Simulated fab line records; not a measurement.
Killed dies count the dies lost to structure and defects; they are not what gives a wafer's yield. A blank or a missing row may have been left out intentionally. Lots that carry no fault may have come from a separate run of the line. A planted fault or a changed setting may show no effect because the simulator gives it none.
fab line records	flow sky130
[record] lots = 5	wafers = 15	lastDay = 50
route steps=708 shown GATE_OXIDE@188 PAD_OPEN@708
lots that met no fault: taken from a fault-free run of the same line
startH: hours from the record's first day to the start of the lot's first wafer shown	waitH: how many hours have passed since the lot's step before this one	" identical to the entry in the row above	L1.1+2: a row that stands for several wafers	- no value present, or no start provided	* or withheld: withheld	< > ~ a bound
route shown NAME@n: NAME is a module with steps in the file, n the number in the route of the first one	usual: mean and standard deviation over wafers with no fault	same: alike in all rows	chamber/n: place in a boat	sites: per-site readings	_std_site: their standard deviation	_edge_site: mean of outer sites minus mean of inner sites	radiusMm: for every site, how far away it sits from the centre of the wafer	mask NAME#n: copy n	behind: the tool/chamber that last shaped the wafer	hold: why the lot was held/for how many hours/how that ended	device: whichever transistor did not switch (one of n, p or np)	end of line: tests of these same wafers at the route's end	where a step has no rows: the recipe by itself	killed: at the first sort, the dies lost to defects and structure; wafer yield is something else	map: shows each die of a wafer: x if killed, . if not, _ if none is there
set.NAME: the setting as run; set.NAME@STEP: as run at that earlier step	model.NAME: the simulator's own value behind a step, which no gauge read
a table for each step, a row for each wafer; lots at some steps of the route
services: the hour from which a tool's chamber was out of use, counted from the record's first day as startH (under 0 if before that day), plus the number of hours and why
[[steps]]
[step SKY_GATE_OXIDE_OXIDATION_01]
[recipe] tempC = 900	ambient = O2	stabiliseS = 600	purgeS = 300	targetThkA = 102.68	oxTimeS = 1473
[step SKY_GATE_OXIDE_THK_MEAS_02]
[recipe] reads = SiO2_of_GATE_OXIDE_OXIDATION_01
[usual] GATE_OXIDE_OXIDATION_00_THK = 10.28/0.18
lot.wafer	tool	chamber	startH	waitH	GATE_OXIDE_OXIDATION_00_THK[nm]
L718.1	filmMetro-03	-	298.28	0.0	10.50
L718.5	"	-	"	"	10.50
L718.6	"	-	"	"	10.65
L719.1	filmMetro-04	-	301.58	0.0	10.05
L719.3	"	-	"	"	9.94
L719.5	"	-	"	"	9.96
L730.2	filmMetro-04	-	396.73	0.0	10.07
L730.5	"	-	"	"	10.06
L730.6	"	-	"	"	9.91
L734.2	filmMetro-04	-	424.23	0.0	10.24
L734.5	"	-	"	"	10.10
L734.6	"	-	"	"	10.09
L739.1	filmMetro-03	-	468.34	0.0	10.45
L739.3	"	-	"	"	10.45
L739.5	"	-	"	"	10.41
[step SKY_GATE_OXIDE_DEHYDRATE_03]
[recipe] tempC = 200	timeS = 60
[step SKY_GATE_OXIDE_HMDS_04]
[recipe] primeTimeS = 60	primeTempC = 120
[step SKY_GATE_OXIDE_COAT_05]
[recipe] resist = NOVOLAK	spinRpm = 3000	resistThkNm = 1140
[step SKY_GATE_OXIDE_SOFTBAKE_06]
[recipe] tempC = 90	timeS = 60	resist = NOVOLAK
[step SKY_GATE_OXIDE_EXPOSE_07]
[recipe] maskId = LVOM	na = 0.6	sourceShape = conventional	sigmaOuter = 0.6	polarization = unpolarized	targetCdNm = 600	doseMj = 170
[step SKY_GATE_OXIDE_PEB_08]
[recipe] tempC = withheld	timeS = *	resist = NOVOLAK
[step SKY_GATE_OXIDE_DEVELOP_09]
[recipe] resist = NOVOLAK	developer = TMAH	developTimeS = 60	devTempC = 23
[step SKY_GATE_OXIDE_OVL_MEAS_10]
[usual] GATE_OXIDE_OVL = 0.1/1.2
lot.wafer	tool	chamber	startH	waitH	GATE_OXIDE_OVL[nm]
L718.1	overlay-01	-	324.08	0.1	-2.1
L718.5	"	-	"	"	1.9
L718.6	"	-	"	"	-1.1
L719.1	overlay-02	-	327.68	0.1	-0.9
L719.3	"	-	"	"	-0.5
L719.5	"	-	"	"	0.0
L730.2	overlay-02	-	426.04	0.1	-1.5
L730.5	"	-	"	"	0.8
L730.6	"	-	"	"	-0.3
L734.2	overlay-02	-	454.84	0.1	2.7
L734.5	"	-	"	"	1.3
L734.6	"	-	"	"	1.0
L739.1	overlay-01	-	499.33	0.1	-3.0
L739.3	"	-	"	"	-0.6
L739.5	"	-	"	"	-0.7
[step SKY_GATE_OXIDE_IMPLANT_11]
[recipe] species = B	energyKev = 10	doseCm2 = 2.6e+12	tiltDeg = withheld
[step SKY_GATE_OXIDE_WET_ETCH_12]
[recipe] chemistry = dHF	targetDepthNm = 16.8	dry = n2Spin	target = SiO2	dilution = 100:1	tempC = 25	timeS = 336
[step SKY_GATE_OXIDE_STRIP_13]
[recipe] chemistry = O2/N2	powerW = 1400	pressureMtorr = 1500	platenTempC = withheld	o2FlowSccm = 3000	n2FlowSccm = 300	overashFraction = 0.5
[usual] chamberPressureMTorr = 1500.1/1.4	drypumpMotorCurrentA = 5.7/0.54	oesProductAu = 0.716/0.0039	stripTimeToEndpointS = 14.20/0.032
lot.wafer	tool	chamber	startH	waitH	chamberPressureMTorr	drypumpMotorCurrentA	oesProductAu	rfHoursCounterH	stripTimeToEndpointS	model.NOVOLAK_of_GATE_OXIDE_COAT_05.thkNm
L718.1	plasmaAsher-01	0	324.37	0.0	1501.4	6.1	0.715	50	14.20	0
L718.5	"	1	"	"	1498.6	5.2	0.713	-	14.25	0
L718.6	"	0	"	"	1502.4	6.1	0.720	-	14.23	0
L719.1	plasmaAsher-01	0	327.98	0.0	1514.4	6.0	0.853	50	-	899.2
L719.3	"	0	"	"	1476.4	6.1	0.898	-	-	896.4
L719.5	"	0	"	"	1523.3	6.2	0.834	-	-	901.7
L730.2	plasmaAsher-03	1	426.32	0.0	1499.5	6.3	0.716	31	14.18	0
L730.5	"	0	"	"	1500.0	5.2	0.719	-	14.22	0
L730.6	"	1	"	"	1499.6	6.3	0.714	-	14.18	0
L734.2	plasmaAsher-01	1	455.14	0.0	1502.0	5.2	0.713	64	14.18	0
L734.5	"	0	"	"	1499.5	6.1	0.710	-	14.19	0
L734.6	"	1	"	"	1500.4	5.3	0.720	-	14.22	0
L739.1	plasmaAsher-02	1	499.62	0.0	1500.8	6.4	0.719	77	14.19	0
L739.3	"	1	"	"	1498.3	6.4	0.719	-	14.14	0
L739.5	"	0	"	"	1502.6	5.1	0.707	-	14.17	0
[step SKY_GATE_OXIDE_TW_MEAS_14]
[usual] GATE_OXIDE_TW = 223.6/2.3
lot.wafer	tool	chamber	startH	waitH	GATE_OXIDE_TW
L718.1	filmMetro-04	-	324.47	0.1	223.4
L718.5	"	-	"	"	222.1
L718.6	"	-	"	"	221.9
L719.1	filmMetro-02	-	328.08	0.1	224.7
L719.3	"	-	"	"	223.7
L719.5	"	-	"	"	224.2
L730.2	filmMetro-02	-	426.43	0.1	224.1
L730.5	"	-	"	"	223.9
L730.6	"	-	"	"	223.9
L734.2	filmMetro-04	-	455.25	0.1	220.8
L734.5	"	-	"	"	222.2
L734.6	"	-	"	"	222.0
L739.1	filmMetro-02	-	499.72	0.1	226.3
L739.3	"	-	"	"	225.1
L739.5	"	-	"	"	224.8
[step SKY_PAD_OPEN_PROBE_99]
[usual] killed_at_M0_to_M3 = 42/6.8	killed_at_M4_up = 3.2/1.8	killedAtContacts = 25/5.4	killedAtFrontEnd = 15/4.5	killedAtOther = 0.3/0.56	killedDies = 85/9.7	killedOnRim = 17/3.3	killedOpen = 46/7.1	killedShort = 39/6.5
[same] grossDies = 492	killedAtBackSide = 0
lot.wafer	tool	chamber	startH	waitH	killed_at_M0_to_M3	killed_at_M4_up	killedAtContacts	killedAtFrontEnd	killedAtOther	killedDies	killedOnRim	killedOpen	killedShort
L718.1	prober-01	-	1086.48	0.1	49	4	27	22	0	102	20	52	50
L718.5	prober-01	-	1086.68	0.2	33	4	22	16	0	75	14	44	31
L718.6	prober-01	-	1086.73	0.2	41	4	29	13	0	87	15	39	48
L719.1	prober-02	-	1094.63	0.1	53	2	21	416	0	492	96	53	45
L719.3	prober-02	-	1094.73	0.2	42	4	33	413	0	492	96	48	38
L719.5	prober-02	-	1094.83	0.2	48	3	35	406	0	492	96	49	47
L730.2	prober-01	-	1169.88	0.1	40	3	20	14	0	77	20	40	37
L730.5	prober-01	-	1170.03	0.2	33	4	29	16	0	82	17	45	37
L730.6	prober-01	-	1170.08	0.2	35	1	37	12	0	85	18	47	38
L734.2	prober-01	-	1174.33	0.1	42	3	28	19	1	93	18	58	35
L734.5	prober-01	-	1174.48	0.2	41	2	20	22	0	85	15	50	35
L734.6	prober-01	-	1174.53	0.2	47	2	27	14	1	91	20	56	35
// killed by level:class
L718.1 VIA1:geometricParticle:open=11 CONTACT:geometricParticle:open=9 METAL2:geometricParticle:short=7 CONTACT:geometricParticle:short=7 POLY_GATE:geometricParticle:open=6 VIA2:geometricParticle:short=6 LI_CONTACT:geometricParticle:open=6 METAL1:geometricParticle:short=6
L718.5 VIA1:geometricParticle:open=8 FIELD_ISO:geometricParticle:short=7 LI_CONTACT:geometricParticle:open=7 VIA2:geometricParticle:open=7 CONTACT:geometricParticle:open=6 CONTACT:geometricParticle:short=4 POLY_GATE:geometricParticle:open=4 METAL4:geometricParticle:short=4
L718.6 VIA1:geometricParticle:short=11 LI_CONTACT:geometricParticle:open=8 CONTACT:geometricParticle:open=8 CONTACT:geometricParticle:short=7 VIA2:geometricParticle:open=7 FIELD_ISO:geometricParticle:short=5 METAL2:geometricParticle:short=5 FIELD_ISO:geometricParticle:open=4
L719.1 GATE_OXIDE:areaOxidation=394 VIA1:geometricParticle:open=10 METAL2:geometricParticle:short=10 CONTACT:geometricParticle:open=8 VIA2:geometricParticle:open=8 VIA1:geometricParticle:short=8 SPACER:geometricParticle:open=6 LI_CONTACT:geometricParticle:open=6
L719.3 GATE_OXIDE:areaOxidation=406 CONTACT:geometricParticle:open=15 METAL2:geometricParticle:short=12 LI_CONTACT:geometricParticle:open=9 VIA1:geometricParticle:open=8 CONTACT:geometricParticle:short=5 VIA2:geometricParticle:open=5 METAL4:geometricParticle:short=4
L719.5 GATE_OXIDE:areaOxidation=396 LI_CONTACT:geometricParticle:open=13 METAL2:geometricParticle:short=11 CONTACT:geometricParticle:open=10 VIA1:geometricParticle:open=7 VIA2:geometricParticle:open=5 VIA3:geometricParticle:open=5 FIELD_ISO:geometricParticle:short=4
L730.2 VIA1:geometricParticle:open=13 CONTACT:geometricParticle:open=9 FIELD_ISO:geometricParticle:short=5 VIA2:geometricParticle:open=5 LI_CONTACT:geometricParticle:open=5 METAL1:geometricParticle:short=5 VIA1:geometricParticle:short=5 POLY_GATE:geometricParticle:short=4
L730.5 VIA1:geometricParticle:open=13 LI_CONTACT:geometricParticle:open=8 CONTACT:geometricParticle:open=7 FIELD_ISO:geometricParticle:short=6 LI_CONTACT:geometricParticle:short=5 CONTACT:geometricParticle:short=5 METAL1:geometricParticle:short=5 POLY_GATE:geometricParticle:open=4
L730.6 CONTACT:geometricParticle:open=15 VIA1:geometricParticle:open=10 LI_CONTACT:geometricParticle:open=7 LI_CONTACT:geometricParticle:short=6 METAL1:geometricParticle:short=6 METAL3:geometricParticle:short=4 LOCAL_INTERCONNECT:geometricParticle:short=4 CONTACT:geometricParticle:short=4
L734.2 FIELD_ISO:geometricParticle:open=14 LI_CONTACT:geometricParticle:open=12 VIA1:geometricParticle:open=10 METAL2:geometricParticle:short=8 CONTACT:geometricParticle:open=8 VIA3:geometricParticle:open=4 CONTACT:geometricParticle:short=4 METAL1:geometricParticle:short=4
L734.5 VIA1:geometricParticle:open=9 CONTACT:geometricParticle:open=8 VIA2:geometricParticle:open=8 METAL1:geometricParticle:short=7 LI_CONTACT:geometricParticle:open=6 FIELD_ISO:geometricParticle:open=5 METAL2:geometricParticle:short=5 POLY_GATE:geometricParticle:open=4
L734.6 CONTACT:geometricParticle:open=11 LI_CONTACT:geometricParticle:open=10 VIA2:geometricParticle:open=8 METAL1:geometricParticle:short=8 VIA1:geometricParticle:open=7 FIELD_ISO:geometricParticle:open=6 METAL2:geometricParticle:short=4 VIA2:geometricParticle:short=4
// map L719.1 (x killed, . not)
__________xxxxxxxxxx_________
________xxxxxxxxxxxxxx_______
______xxxxxxxxxxxxxxxxxx_____
_____xxxxxxxxxxxxxxxxxxxx____
____xxxxxxxxxxxxxxxxxxxxxx___
___xxxxxxxxxxxxxxxxxxxxxxxx__
__xxxxxxxxxxxxxxxxxxxxxxxxxx_
_xxxxxxxxxxxxxxxxxxxxxxxxxxxx
_xxxxxxxxxxxxxxxxxxxxxxxxxxxx
_xxxxxxxxxxxxxxxxxxxxxxxxxxxx
_xxxxxxxxxxxxxxxxxxxxxxxxxxxx
_xxxxxxxxxxxxxxxxxxxxxxxxxxxx
_xxxxxxxxxxxxxxxxxxxxxxxxxxxx
_xxxxxxxxxxxxxxxxxxxxxxxxxxxx
_xxxxxxxxxxxxxxxxxxxxxxxxxxxx
__xxxxxxxxxxxxxxxxxxxxxxxxxx_
___xxxxxxxxxxxxxxxxxxxxxxxx__
____xxxxxxxxxxxxxxxxxxxxxx___
_____xxxxxxxxxxxxxxxxxxxx____
______xxxxxxxxxxxxxxxxxx_____
________xxxxxxxxxxxxxx_______
__________xxxxxxxxxx_________
// map L734.2 (x killed, . not)
__________.....x...._________
________......xx......_______
______.x.x......x.....x._____
_____.xxxxx.x..........x.____
____........x....x..x.xx..___
___..x......x....x..x......__
__x...........x.x.xx........_
_.........x...x...x..........
_..x.......x...xx..x........x
_...x.....xx..........x....x.
_.x........x.....x......x.x..
_...x..........x...x.........
_.xx....x...........x..x.....
_.......x..........xx...x...x
_.....xx................x..xx
__..xxx...x.......xx.......x_
___.x.x.........x.x....xx..__
____.x.x.x........x.x...x.___
_____.....x......x.......____
______.xx......x..x..xx._____
________....x........._______
__________.........._________
[[services]]
tool	chamber	startH	hours	kind
plasmaAsher-02	-	351.98	2.8	pm
plasmaAsher-03	-	352.84	3.9	repair
plasmaAsher-03	-	387.99	2.4	repair
plasmaAsher-02	-	421.21	13.7	pm
plasmaAsher-01	-	466.19	2.4	repair
plasmaAsher-01	-	493.01	11.0	repair
[[key]]
[firstSign] step = SKY_GATE_OXIDE_STRIP_13	reading = oesProductAu	direction = up	sigmas = 37	usual = 0.716	struck = 0.862
[effect] step = SKY_GATE_OXIDE_STRIP_13	reading = chamberPressureMTorr	direction = up	sigmas = 3.2	usual = 1500.1	struck = 1504.7
[effect] step = SKY_PAD_OPEN_PROBE_99	reading = killedAtFrontEnd	direction = up	sigmas = 88	usual = 15	struck = 412
[modelEffect] step = SKY_GATE_OXIDE_STRIP_13	value = NOVOLAK_of_GATE_OXIDE_COAT_05.thkNm	without = 0	struck = 899.1
[moreKillsBornAt] SKY_GATE_OXIDE_OXIDATION_16@furnace-02 = 1196
metAt SKY_GATE_OXIDE_STRIP_13
struckWafers L719.1,L719.3,L719.5
laterRowsLeftOut L719.1,L719.3,L719.5
testerLeftOut L719
onsetBetween 324.37 327.98
[fault] kind = stripAborted	tool = plasmaAsher-01	chamber = -	onsetH = 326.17	steps = SKY_GATE_OXIDE_STRIP_13	offset = 1	endH = 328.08
// testerLeftOut: of these lots the tester's yield and bins aren't shown, on N5 and GAA mostly nor the transistor test; their killed dies are dies lost to structure and defects alone, not to doping, threshold or leakage, so they don't give the yield
// laterRowsLeftOut: the simulator's readings of these wafers behind a module that went badly wrong aren't trusted and aren't shown, but for the sort
